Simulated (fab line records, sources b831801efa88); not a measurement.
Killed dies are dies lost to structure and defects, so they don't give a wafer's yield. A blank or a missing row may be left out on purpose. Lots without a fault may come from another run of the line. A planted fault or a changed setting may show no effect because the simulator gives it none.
A struck lot beside a sound one | flow sky130 | 16 steps out of a route of 708
Sound: wafers L891.3, L891.4, L891.5. Struck: wafer L904.5. (L904.4 of the same lot was not struck and is left out.) The cause comes at the end.
At each step with rows: each side's tool, then ch and its chambers, then its first start. Under that, the readings that differ: sound wafers | struck wafers | difference of the means | sigmas: that difference in standard deviations of wafers without a fault.
alike: readings whose means differ by less than 2 such deviations, and words and numbers that are the same on both sides. not compared: withheld readings, readings that some wafer has no value for, bounds like >300 that may hide the same value, and numbers for which the record gives no deviation and whose values overlap.
The two part at a step that has a row with sigmas, a row that says differs or no value, or rows on one side only. Numbers that don't overlap but have no deviation are shown without sigmas and don't part them. A reading that every wafer of one side lacks parts them only if that side has two wafers or more.

first, 3 steps without rows for these wafers: SKY_VIA3_EXPOSE_09 (exposes mask VIM3, target cd 200 nm); SKY_VIA3_PEB_10; SKY_VIA3_DEVELOP_11 (develop time 60 s).
SKY_VIA3_CD_MEAS_12: target cd 200 nm.
  sound on cd_sem-02, day 41 00:59; struck on cd_sem-02, day 44 08:19
  alike: cd_nm
SKY_VIA3_OVL_MEAS_13:
  sound on overlay-02, day 41 01:04; struck on overlay-01, day 44 08:24
  alike: VIA3_OVL
SKY_VIA3_ETCH_14: etches BARC in N2/H2, stops on SiO2, time 45.9 s, target depth 60 nm.
  sound on rie_diel-03 ch 0,3, day 41 01:06; struck on rie_diel-01 ch 0, day 44 08:25
  alike: drypump_motor_current_A, oes_product_au, rf_fwd_power_W, throttle_valve_pct
  not compared: rf_hours_counter_h
SKY_VIA3_ETCH_15: etches SiO2 in C4F8/O2/Ar, stops on TiN, target depth 507 nm, time 78 s.
  sound on rie_diel-03 ch 0,3, day 41 01:08; struck on rie_diel-01 ch 0, day 44 08:28
  alike: oes_product_au, rf_fwd_power_W
SKY_VIA3_STRIP_16: strips in O2/N2.
  sound on plasma_asher-02 ch 0,1, day 41 01:14; struck on plasma_asher-03 ch 1, day 44 08:33
  alike: drypump_motor_current_A, oes_product_au, strip_time_to_endpoint_s
  not compared: rf_hours_counter_h
then, 3 steps without rows for these wafers: SKY_VIA3_STRIP_17 (strips in post etch residue remover, time 1200 s); SKY_VIA3_CLEAN_18 (cleans in IPA, time 180 s); SKY_VIA3_CLEAN_19 (cleans in O3/DIW).
SKY_VIA3_SPUTTER_20: material TiN, target thk 20 nm, time 80 s.
  sound on pvd_sputter-01, day 41 01:52; struck on pvd_sputter-02, day 44 09:08
  alike: cathode_dc_power_W, chamber_pressure_pa, throttle_valve_pct
SKY_VIA3_CVD_21: deposits W, target thk 390 nm, time 117.31 s.
  sound on cvd_w-02 ch 0,1, day 41 01:58; struck on cvd_w-02 ch 0, day 44 09:19
  reading                            | sound             | struck | difference | sigmas
  model.W_of_VIA3_CVD_21.thk_nm (nm) | 396.4 391.4 400.1 | 418.1  | +22.1      |
  alike: heater_power_w
SKY_VIA3_RS_MEAS_22: measures by four-point-probe.
  sound on film_metro-03, day 41 02:05; struck on film_metro-02, day 44 09:31
  reading            | sound             | struck | difference | sigmas
  VIA3_W_RS (ohm/sq) | 0.290 0.293 0.286 | 0.275  | -0.015     | -4
SKY_VIA3_THK_MEAS_23: measures by xrf.
  sound on film_metro-03, day 41 02:11; struck on film_metro-02, day 44 09:36
  reading         | sound       | struck | difference | sigmas
  VIA3_W_THK (nm) | 393 387 393 | 407    | +16        | +3
SKY_VIA3_CMP_24: polishes, stops on SiO2, t overpolish 20 s, target thk 0 nm.
  sound on cmp-01 ch 2,3, day 41 02:16; struck on cmp-02 ch 3, day 44 09:47
  alike: motor_current_A

WHERE THEY PART
First at SKY_VIA3_RS_MEAS_22; last, within this record, at SKY_VIA3_THK_MEAS_23. Later steps at which nothing parts them and some readings are alike: SKY_VIA3_CMP_24.

WHY: what the simulator had put in
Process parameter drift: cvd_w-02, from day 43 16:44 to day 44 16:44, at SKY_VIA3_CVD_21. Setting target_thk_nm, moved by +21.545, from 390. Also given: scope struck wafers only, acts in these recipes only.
